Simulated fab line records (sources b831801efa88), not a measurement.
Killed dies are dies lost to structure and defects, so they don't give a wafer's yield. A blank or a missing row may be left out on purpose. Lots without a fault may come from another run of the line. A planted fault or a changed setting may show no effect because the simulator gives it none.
Chamber matching :: flow sky130 :: SKY_VIA2_ETCH_15 on rie-diel-03: 4 sister chambers
The step etches SiO2 in C4F8/O2/Ar, stops on TiN, target depth 546 nm, time 84 s. 8 wafers are shown with their chamber, then 7 later ones without.

## WAFERS, EACH WITH ITS CHAMBER
wafer: L495.1
chamber: 0
oes-product-au (a.u.): 0.944

wafer: L496.5
chamber: 2
oes-product-au (a.u.): 0.947

wafer: L496.6
chamber: 1
oes-product-au (a.u.): 0.938

wafer: L497.1
chamber: 1
oes-product-au (a.u.): 0.937

wafer: L497.3
chamber: 3
oes-product-au (a.u.): 0.939

wafer: L497.5
chamber: 0
oes-product-au (a.u.): 0.935

wafer: L502.1
chamber: 2
oes-product-au (a.u.): 0.943

wafer: L502.3
chamber: 3
oes-product-au (a.u.): 0.938

## WAFERS WHOSE CHAMBER IS MISSING
wafer: L502.4
oes-product-au (a.u.): 0.942

wafer: L506.2
oes-product-au (a.u.): 0.937

wafer: L506.4
oes-product-au (a.u.): 0.938

wafer: L506.6
oes-product-au (a.u.): 0.936

wafer: L508.2
oes-product-au (a.u.): 0.937

wafer: L508.3
oes-product-au (a.u.): 0.939

wafer: L508.5
oes-product-au (a.u.): 0.940

## THE CHAMBER EACH PASSED THROUGH
wafer: L502.4
from the rows above: can't be placed: 0 or 2 or 3 or 1
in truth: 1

wafer: L506.2
from the rows above: can't be placed: 1 or 3 or 0
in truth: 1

wafer: L506.4
from the rows above: can't be placed: 1 or 3 or 0 or 2
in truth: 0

wafer: L506.6
from the rows above: can't be placed: 1 or 3 or 0
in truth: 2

wafer: L508.2
from the rows above: can't be placed: 1 or 3 or 0
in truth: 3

wafer: L508.3
from the rows above: can't be placed: 0 or 3 or 1 or 2
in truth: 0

wafer: L508.5
from the rows above: can't be placed: 0 or 3 or 1 or 2
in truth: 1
Placed correctly: 0 of 7. These rows do not allow placing 7 (true chamber among the candidates in 6). Wrongly placed: 0.
How it was worked out, from the rows above alone: a wafer's distance from a chamber is the root of the sum, over the readings, of the square of ((its reading less the chamber's mean) divided by the reading's scatter). If the next closest chamber is less than 2 further off than the closest, the wafer can't be placed; otherwise it belongs to the closest. For every chamber, the mean is computed from those of its wafers that are shown. The scatter is the square root of a quotient: the sum, over the shown wafers, of each reading's squared deviation from its chamber's mean, divided by wafers minus chambers.
